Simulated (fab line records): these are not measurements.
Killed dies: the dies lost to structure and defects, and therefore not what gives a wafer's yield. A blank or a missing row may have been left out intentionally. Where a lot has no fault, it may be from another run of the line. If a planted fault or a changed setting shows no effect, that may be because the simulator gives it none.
fab line records	flow sky130
record: lots: 6	wafers: 18	lastDay: 51
route steps=708 shown LDD_P@263 LDD_HVN@267 LDD_HVP@278 PAD_OPEN@708
lots with no fault: from the same line, run without faults
startH: start of the lot's first displayed wafer, in hours after the record's first day	waitH: hours from the lot's prior step to this one	" unchanged from the row above	L1.1+2: a single row standing in for several wafers	- no value, or no start was given	* or withheld: withheld	< > ~ a bound
route shown NAME@n: names a module that has steps shown in the file, with the first one's number in the route	usual: mean/standard deviation of fault-free wafers	same: alike in all rows	chamber/n: place in a boat	sites: per-site readings	_std_site: how widely they spread, as a standard deviation	_edge_site: mean of outer sites minus mean of inner sites	radiusMm: how far each site lies from the wafer's centre	mask NAME#n: copy n	behind: the last tool/chamber to shape the wafer	hold: why the lot was held/for how many hours/how that ended	device: which transistor (n, p or np) failed to switch	end of line: the tests these same wafers got at the end of their route	a step with no rows: only its recipe	killed: at the first sort, the dies lost to defects and structure; wafer yield is something else	map: per-die view of a wafer (x killed, . not killed, _ where there is no die)
set.NAME: the setting the step ran with; set.NAME@STEP: the setting that earlier step ran with	model.NAME: the simulator's own value behind a step, which no gauge read
certain route steps with their lots: each step a table, each wafer a row
services: a tool's chamber out of use, with start hour (startH, from the record's first day; less than 0 if before it), hours out, and reason
== steps ==
step: SKY_LDD_P_OVL_MEAS_08
usual: LDD_P_OVL: -1.1/1.2
lot.wafer	tool	chamber	startH	waitH	LDD_P_OVL[nm]
L877.3	overlay-01	-	539.74	0.1	-3.2
L877.4	"	-	"	"	-3.2
L877.5	"	-	"	"	-4.1
L880.1	overlay-02	-	573.46	0.1	-0.1
L880.2	"	-	"	"	-2.3
L880.3	"	-	"	"	-2.5
L883.2	overlay-02	-	589.95	0.1	-1.2
L883.3	"	-	"	"	-1.8
L883.4	"	-	"	"	-0.6
L884.1	overlay-02	-	596.88	0.1	-0.9
L884.2	"	-	"	"	-2.7
L884.6	"	-	"	"	-3.3
L887.2	overlay-01	-	618.48	0.1	-1.8
L887.3	"	-	"	"	-3.4
L887.4	"	-	"	"	-1.9
L891.3	overlay-02	-	643.99	0.1	-0.5
L891.5	"	-	"	"	-1.2
L891.6	"	-	"	"	-0.8
step: SKY_LDD_P_IMPLANT_09
recipe: species: BF2	energyKev: 25	doseCm2: 1e+13	tiltDeg: withheld
step: SKY_LDD_P_STRIP_10
recipe: chemistry: O2/N2	powerW: 1400	pressureMtorr: 1500	platenTempC: withheld	o2FlowSccm: 3000	n2FlowSccm: 300	overashFraction: 0.5
usual: chamberPressureMTorr: 1500.1/1.4	drypumpMotorCurrentA: 6.2/0.45	oesProductAu: 0.714/0.0046	stripTimeToEndpointS: 14.16/0.042
lot.wafer	tool	chamber	startH	waitH	chamberPressureMTorr	drypumpMotorCurrentA	oesProductAu	rfHoursCounterH	stripTimeToEndpointS
L877.3	plasmaAsher-04	1	539.94	0.1	1500.7	6.3	0.717	-	14.12
L877.4	"	0	"	"	1497.9	6.5	0.711	-	14.11
L877.5	"	0	"	"	1501.3	6.5	0.708	-	14.09
L880.1	plasmaAsher-03	1	573.65	0.1	1500.0	6.8	0.706	75	14.13
L880.2	"	0	"	"	1500.9	5.9	0.714	75	14.13
L880.3	"	0	"	"	1503.3	5.9	0.715	-	14.13
L883.2	plasmaAsher-04	0	590.13	0.1	1499.3	6.5	0.720	90	14.13
L883.3	"	1	"	"	1498.2	6.3	0.718	-	14.16
L883.4	"	0	"	"	1501.2	6.5	0.720	-	14.11
L884.1	plasmaAsher-02	0	597.06	0.1	1498.4	5.5	0.717	15	14.16
L884.2	"	1	"	"	1500.0	5.9	0.713	15	14.19
L884.6	"	0	"	"	1501.2	5.5	0.715	-	14.18
L887.2	plasmaAsher-03	1	618.66	0.1	1500.3	6.8	0.713	80	14.18
L887.3	"	1	"	"	1501.8	6.8	0.711	-	14.14
L887.4	"	0	"	"	1499.7	5.9	0.721	-	14.23
L891.3	plasmaAsher-04	0	644.19	0.1	1500.3	6.5	0.720	-	14.18
L891.5	"	0	"	"	1500.8	6.5	0.721	-	14.17
L891.6	"	1	"	"	1499.4	6.3	0.711	-	14.16
step: SKY_LDD_P_TW_MEAS_11
usual: LDD_P_TW: 632/8.1
lot.wafer	tool	chamber	startH	waitH	LDD_P_TW
L877.3	filmMetro-03	-	540.03	0.1	628
L877.4	"	-	"	"	625
L877.5	"	-	"	"	627
L880.1	filmMetro-03	-	573.75	0.1	625
L880.2	"	-	"	"	626
L880.3	"	-	"	"	627
L883.2	filmMetro-04	-	590.24	0.1	646
L883.3	"	-	"	"	642
L883.4	"	-	"	"	643
L884.1	filmMetro-04	-	597.16	0.1	645
L884.2	"	-	"	"	646
L884.6	"	-	"	"	643
L887.2	filmMetro-01	-	618.77	0.1	629
L887.3	"	-	"	"	625
L887.4	"	-	"	"	630
L891.3	filmMetro-03	-	644.28	0.1	624
L891.5	"	-	"	"	625
L891.6	"	-	"	"	623
step: SKY_LDD_HVN_DEHYDRATE_00
recipe: tempC: 200	timeS: 60
step: SKY_LDD_HVN_HMDS_01
recipe: primeTimeS: 60	primeTempC: 120
step: SKY_LDD_HVN_COAT_02
recipe: resist: NOVOLAK	spinRpm: 3000	resistThkNm: 300
step: SKY_LDD_HVN_SOFTBAKE_03
recipe: tempC: 90	timeS: 60	resist: NOVOLAK
step: SKY_LDD_HVN_EXPOSE_04
recipe: maskId: HVNTM	na: 0.6	sourceShape: conventional	sigmaOuter: 0.6	polarization: unpolarized	targetCdNm: 700	doseMj: 127
step: SKY_LDD_HVN_PEB_05
recipe: tempC: withheld	timeS: *	resist: NOVOLAK
step: SKY_LDD_HVN_DEVELOP_06
recipe: resist: NOVOLAK	developer: TMAH	developTimeS: 60	devTempC: 23
step: SKY_LDD_HVN_OVL_MEAS_07
usual: LDD_HVN_OVL: 0.5/1.3
lot.wafer	tool	chamber	startH	waitH	LDD_HVN_OVL[nm]
L877.3	overlay-02	-	569.22	0.1	3.4
L877.4	"	-	"	"	1.6
L877.5	"	-	"	"	1.1
L880.1	overlay-02	-	603.03	0.1	-0.6
L880.2	"	-	"	"	0.3
L880.3	"	-	"	"	0.0
L883.2	overlay-02	-	619.09	0.1	-1.8
L883.3	"	-	"	"	-1.0
L883.4	"	-	"	"	0.3
L884.1	overlay-01	-	626.53	0.1	0.8
L884.2	"	-	"	"	2.0
L884.6	"	-	"	"	2.5
L887.2	overlay-02	-	648.19	0.1	2.5
L887.3	"	-	"	"	3.5
L887.4	"	-	"	"	3.7
L891.3	overlay-01	-	672.85	0.1	1.6
L891.5	"	-	"	"	1.1
L891.6	"	-	"	"	-0.2
step: SKY_LDD_HVN_IMPLANT_08
recipe: species: P	energyKev: 60	doseCm2: 3e+13	tiltDeg: 40
usual: beamEnergyKeV: 60.004/0.02
lot.wafer	tool	chamber	startH	waitH	beamEnergyKeV	model.implant.rpNm	model.implant.drpNm
L877.3	implanter-04	0	569.29	0.1	59.984	54.58	28.15
L877.4	"	0	"	"	60.002	54.58	28.15
L877.5	"	0	"	"	60.035	54.58	28.15
L880.1	implanter-03	0	603.07	0.0	60.030	56.13	28.15
L880.2	"	0	"	"	60.013	56.13	28.15
L880.3	"	0	"	"	59.998	56.13	28.15
L883.2	implanter-03	0	619.15	0.0	77.204	74.11	34.99
L883.3	"	0	"	"	77.218	74.11	34.99
L883.4	"	0	"	"	77.256	74.11	34.99
L884.1	implanter-03	0	626.57	0.0	77.236	73.24	34.99
L884.2	"	0	"	"	77.228	73.24	34.99
L884.6	"	0	"	"	77.270	73.24	34.99
L887.2	implanter-04	0	648.25	0.0	60.004	56.23	28.15
L887.3	"	0	"	"	59.983	56.23	28.15
L887.4	"	0	"	"	59.986	56.23	28.15
L891.3	implanter-02	0	672.92	0.1	60.017	56.66	28.15
L891.5	"	0	"	"	60.024	56.66	28.15
L891.6	"	0	"	"	60.007	56.66	28.15
step: SKY_LDD_HVN_STRIP_09
recipe: chemistry: O2/N2	powerW: 1400	pressureMtorr: 1500	platenTempC: withheld	o2FlowSccm: 3000	n2FlowSccm: 300	overashFraction: 0.5
usual: chamberPressureMTorr: 1499.8/1.4	drypumpMotorCurrentA: 5.8/0.48	oesProductAu: 0.408/0.0046	stripTimeToEndpointS: 4.130/0.016
lot.wafer	tool	chamber	startH	waitH	chamberPressureMTorr	drypumpMotorCurrentA	oesProductAu	rfHoursCounterH	stripTimeToEndpointS
L877.3	plasmaAsher-01	0	569.42	0.1	1500.4	5.1	0.400	-	4.138
L877.4	"	1	"	"	1501.7	5.6	0.410	-	4.120
L877.5	"	0	"	"	1499.0	5.1	0.410	-	4.131
L880.1	plasmaAsher-01	1	603.22	0.1	1498.9	5.6	0.415	48	4.131
L880.2	"	0	"	"	1499.0	5.1	0.408	48	4.128
L880.3	"	0	"	"	1500.0	5.1	0.409	-	4.151
L883.2	plasmaAsher-02	1	619.27	0.1	1498.6	5.9	0.408	17	4.135
L883.3	"	0	"	"	1503.5	5.5	0.416	-	4.151
L883.4	"	1	"	"	1498.9	5.9	0.411	-	4.149
L884.1	plasmaAsher-04	1	626.72	0.1	1501.3	6.3	0.412	94	4.169
L884.2	"	0	"	"	1499.4	6.5	0.395	94	4.156
L884.6	"	0	"	"	1500.8	6.5	0.408	-	4.143
L887.2	plasmaAsher-01	0	648.37	0.1	1499.9	5.1	0.412	53	4.131
L887.3	"	1	"	"	1498.8	5.6	0.409	-	4.142
L887.4	"	0	"	"	1501.9	5.1	0.408	-	4.129
L891.3	plasmaAsher-04	1	673.05	0.1	1499.3	6.3	0.403	-	4.121
L891.5	"	1	"	"	1499.5	6.3	0.415	-	4.109
L891.6	"	0	"	"	1500.7	6.5	0.404	-	4.123
step: SKY_LDD_HVN_TW_MEAS_10
usual: LDD_HVN_TW: 1433/19
lot.wafer	tool	chamber	startH	waitH	LDD_HVN_TW
L877.3	filmMetro-01	-	569.51	0.1	1435
L877.4	"	-	"	"	1432
L877.5	"	-	"	"	1429
L880.1	filmMetro-03	-	603.32	0.1	1426
L880.2	"	-	"	"	1414
L880.3	"	-	"	"	1408
L883.2	filmMetro-03	-	619.38	0.1	1505
L883.3	"	-	"	"	1508
L883.4	"	-	"	"	1506
L884.1	filmMetro-03	-	626.82	0.1	1505
L884.2	"	-	"	"	1506
L884.6	"	-	"	"	1497
L887.2	filmMetro-03	-	648.48	0.1	1414
L887.3	"	-	"	"	1407
L887.4	"	-	"	"	1413
L891.3	filmMetro-02	-	673.14	0.1	1465
L891.5	"	-	"	"	1458
L891.6	"	-	"	"	1466
step: SKY_LDD_HVP_DEHYDRATE_00
recipe: tempC: 200	timeS: 60
step: SKY_PAD_OPEN_PROBE_99
usual: killed_at_M0_to_M3: 43/6.4	killed_at_M4_up: 3.2/1.8	killedAtContacts: 25/5.5	killedAtFrontEnd: 16/5.2	killedAtOther: 0.3/0.49	killedDies: 88/10	killedOpen: 48/7	killedShort: 40/7.1
same: grossDies: 492	killedAtBackSide: 0
lot.wafer	tool	chamber	startH	waitH	killed_at_M0_to_M3	killed_at_M4_up	killedAtContacts	killedAtFrontEnd	killedAtOther	killedDies	killedOpen	killedShort	model.etest.tip_n_5v.rsOhmSq	model.etest.nfetG5v0d10v5.rOnOhmUm	model.etest.nfetG5v0d10v5.driveUaUm	model.etest.nfetG5v0d10v5.vtSatV	model.etest.nfetG5v0d10v5.vtV
L877.3	prober-02	-	1150.25	0.2	49	5	27	17	1	99	59	40	1405	1898	598.4	0.7694	0.8282
L877.4	prober-02	-	1150.30	0.2	42	2	18	19	0	81	40	41	1384	1854	608.1	0.7721	0.8292
L877.5	prober-02	-	1150.35	0.2	51	8	22	21	0	102	53	49	1406	1896	600.9	0.7663	0.8215
L880.1	prober-01	-	1171.64	0.1	48	3	22	10	0	83	48	35	1385	1858	607.8	0.7761	0.8314
L880.2	prober-01	-	1171.69	0.1	42	0	27	14	0	83	43	40	1383	1903	605.9	0.7644	0.8191
L880.3	prober-01	-	1171.74	0.2	44	2	25	22	0	93	62	31	1385	1920	591.7	0.7789	0.8356
L883.2	prober-01	-	1181.88	0.1	39	4	32	13	0	88	54	34	1234	1817	635.6	0.704	0.7844
L883.3	prober-01	-	1181.93	0.2	37	3	19	12	0	71	37	34	1234	1793	638.4	0.7118	0.7905
L883.4	prober-01	-	1181.98	0.2	43	2	34	14	0	93	53	40	1237	1795	634.5	0.713	0.7942
L884.1	prober-02	-	1185.57	0.1	61	1	28	20	0	110	65	45	1238	1825	621.5	0.7193	0.7986
L884.2	prober-02	-	1185.62	0.1	40	3	26	12	1	82	47	35	1238	1823	623.2	0.709	0.7882
L884.6	prober-02	-	1185.82	0.2	34	4	27	19	0	84	43	41	1237	1826	626.6	0.7188	0.7984
L887.2	prober-01	-	1198.50	0.1	51	4	23	10	0	88	46	42	1410	1827	620.6	0.7722	0.8272
L887.3	prober-01	-	1198.55	0.2	59	1	17	18	0	95	49	46	1411	1856	614.3	0.7622	0.8188
L887.4	prober-01	-	1198.60	0.2	40	3	31	12	0	86	44	42	1410	1823	624.6	0.7688	0.822
L891.3	prober-01	-	1212.01	0.2	44	4	25	23	0	96	45	51	1386	1864	599.1	0.7686	0.8291
L891.5	prober-01	-	1212.11	0.2	43	3	38	20	0	104	45	59	1394	1886	604.4	0.7534	0.8161
L891.6	prober-01	-	1212.16	0.2	38	4	23	29	0	94	58	36	1374	1897	600.9	0.7667	0.8267
killed by level:class
L877.3 VIA1:geometricParticle:open=15 CONTACT:geometricParticle:open=10 LI_CONTACT:geometricParticle:open=9 VIA2:geometricParticle:open=9 FIELD_ISO:geometricParticle:short=6 VIA3:geometricParticle:open=6 METAL2:geometricParticle:short=5 METAL4:geometricParticle:short=5
L877.4 FIELD_ISO:geometricParticle:short=8 VIA1:geometricParticle:open=8 VIA3:geometricParticle:open=7 CONTACT:geometricParticle:short=6 VIA1:geometricParticle:short=6 FIELD_ISO:geometricParticle:open=5 VIA2:geometricParticle:open=5 METAL3:geometricParticle:short=5
L877.5 VIA1:geometricParticle:open=12 VIA2:geometricParticle:open=10 VIA1:geometricParticle:short=8 FIELD_ISO:geometricParticle:open=6 CONTACT:geometricParticle:open=5 CONTACT:geometricParticle:short=5 LI_CONTACT:geometricParticle:open=5 LOCAL_INTERCONNECT:geometricParticle:short=5
L880.1 VIA1:geometricParticle:open=12 CONTACT:geometricParticle:open=10 VIA2:geometricParticle:open=8 CONTACT:geometricParticle:short=5 METAL1:geometricParticle:short=5 VIA1:geometricParticle:short=5 METAL2:geometricParticle:short=5 FIELD_ISO:geometricParticle:open=4
L880.2 CONTACT:geometricParticle:open=10 VIA1:geometricParticle:open=10 VIA1:geometricParticle:short=6 LI_CONTACT:geometricParticle:open=6 CONTACT:geometricParticle:short=5 METAL1:geometricParticle:short=5 FIELD_ISO:geometricParticle:short=4 FIELD_ISO:geometricParticle:open=4
L880.3 CONTACT:geometricParticle:open=10 VIA2:geometricParticle:open=10 VIA1:geometricParticle:open=9 LI_CONTACT:geometricParticle:open=8 VIA3:geometricParticle:open=8 FIELD_ISO:geometricParticle:open=5 POLY_GATE:geometricParticle:open=4 VIA3:geometricParticle:short=4
L883.2 CONTACT:geometricParticle:open=14 VIA1:geometricParticle:open=11 CONTACT:geometricParticle:short=7 VIA2:geometricParticle:open=7 LI_CONTACT:geometricParticle:open=6 FIELD_ISO:geometricParticle:open=5 METAL2:geometricParticle:short=5 METAL1:geometricParticle:short=4
L883.3 VIA1:geometricParticle:open=11 CONTACT:geometricParticle:short=9 METAL1:geometricParticle:short=5 CONTACT:geometricParticle:open=5 SPACER:geometricParticle:open=4 VIA1:geometricParticle:short=4 VIA3:geometricParticle:open=4 FIELD_ISO:geometricParticle:short=3
L883.4 CONTACT:geometricParticle:open=16 LI_CONTACT:geometricParticle:open=7 VIA1:geometricParticle:open=7 CONTACT:geometricParticle:short=6 METAL1:geometricParticle:short=6 METAL2:geometricParticle:short=6 POLY_GATE:geometricParticle:short=5 VIA1:geometricParticle:short=4
L884.1 VIA2:geometricParticle:open=19 METAL1:geometricParticle:short=11 LOCAL_INTERCONNECT:geometricParticle:short=7 VIA3:geometricParticle:open=7 FIELD_ISO:geometricParticle:open=6 LI_CONTACT:geometricParticle:open=6 VIA1:geometricParticle:open=6 VIA1:geometricParticle:short=5
L884.2 CONTACT:geometricParticle:open=11 VIA3:geometricParticle:open=9 CONTACT:geometricParticle:short=7 VIA2:geometricParticle:open=7 VIA1:geometricParticle:open=5 LI_CONTACT:geometricParticle:open=5 METAL3:geometricParticle:short=5 FIELD_ISO:geometricParticle:open=4
L884.6 CONTACT:geometricParticle:open=11 LI_CONTACT:geometricParticle:open=7 VIA2:geometricParticle:open=7 POLY_GATE:geometricParticle:short=5 CONTACT:geometricParticle:short=5 VIA1:geometricParticle:open=5 FIELD_ISO:geometricParticle:short=4 VIA3:geometricParticle:short=4
L887.2 CONTACT:geometricParticle:open=12 METAL1:geometricParticle:short=11 VIA1:geometricParticle:open=10 VIA2:geometricParticle:open=8 LI_CONTACT:geometricParticle:open=6 VIA1:geometricParticle:short=6 VIA2:geometricParticle:short=6 POLY_GATE:geometricParticle:short=4
L887.3 VIA1:geometricParticle:open=12 VIA2:geometricParticle:open=10 METAL1:geometricParticle:short=8 LI_CONTACT:geometricParticle:open=7 METAL2:geometricParticle:short=7 FIELD_ISO:geometricParticle:short=5 VIA2:geometricParticle:short=5 FIELD_ISO:geometricParticle:open=4
L887.4 VIA1:geometricParticle:open=11 CONTACT:geometricParticle:open=10 METAL2:geometricParticle:short=7 LI_CONTACT:geometricParticle:short=6 VIA3:geometricParticle:open=6 LOCAL_INTERCONNECT:geometricParticle:short=5 CONTACT:geometricParticle:short=5 METAL1:geometricParticle:short=5
L891.3 FIELD_ISO:geometricParticle:short=8 METAL1:geometricParticle:short=8 LI_CONTACT:geometricParticle:open=7 CONTACT:geometricParticle:open=7 VIA1:geometricParticle:open=7 FIELD_ISO:geometricParticle:open=6 VIA3:geometricParticle:open=6 METAL2:geometricParticle:short=5
L891.5 METAL2:geometricParticle:short=15 CONTACT:geometricParticle:open=14 VIA1:geometricParticle:open=9 LI_CONTACT:geometricParticle:open=7 CONTACT:geometricParticle:short=7 FIELD_ISO:geometricParticle:short=6 POLY_GATE:geometricParticle:short=6 LOCAL_INTERCONNECT:geometricParticle:short=5
L891.6 VIA1:geometricParticle:open=15 FIELD_ISO:geometricParticle:open=9 CONTACT:geometricParticle:open=9 LI_CONTACT:geometricParticle:open=7 FIELD_ISO:geometricParticle:short=6 VIA1:geometricParticle:short=6 POLY_GATE:geometricParticle:open=5 CONTACT:geometricParticle:short=4
== services ==
tool	chamber	startH	hours	kind
implanter-04	-	527.80	0.9	repair
implanter-04	-	530.71	0.7	repair
implanter-02	-	542.89	0.8	repair
implanter-02	-	550.83	1.0	repair
implanter-04	-	559.85	2.7	repair
plasmaAsher-03	-	569.74	1.7	repair
implanter-02	-	587.46	0.9	repair
plasmaAsher-04	-	624.04	1.3	repair
plasmaAsher-03	-	632.61	3.4	repair
implanter-04	-	641.97	1.2	repair
implanter-03	-	645.58	4.7	repair
plasmaAsher-04	-	650.11	0.3	repair
plasmaAsher-01	-	657.93	1.7	repair
implanter-03	-	658.72	1.6	repair
== key ==
firstSign: step: SKY_LDD_HVN_IMPLANT_08	reading: beamEnergyKeV	direction: up	sigmas: 99+	usual: *	struck: *
effect: step: SKY_LDD_HVN_TW_MEAS_10	reading: LDD_HVN_TW	direction: up	sigmas: 3.7	usual: 1433	struck: 1505
modelEffect: step: SKY_LDD_HVN_IMPLANT_08	value: implant.rpNm	without: 56.85	struck: 73.68
modelEffect: step: SKY_PAD_OPEN_PROBE_99	value: etest.tip_n_5v.rsOhmSq	without: 1371	struck: 1236
metAt SKY_LDD_HVN_IMPLANT_08
struckWafers L883.2,L883.3,L883.4,L884.1,L884.2,L884.6
testerLeftOut L883,L884
onsetBetween 603.07 619.15
fault: kind: processParameterDrift	tool: implanter-03	chamber: -	onsetH: 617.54	steps: SKY_LDD_HVN_IMPLANT_08	channel: energyKev	offset: *	shape: step	endH: 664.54	actsIn: *	stated: *
testerLeftOut: of these lots the tester's yield and bins aren't shown, on N5 and GAA mostly nor the transistor test; their killed dies are dies lost to structure and defects alone, not to doping, threshold or leakage, so they don't give the yield
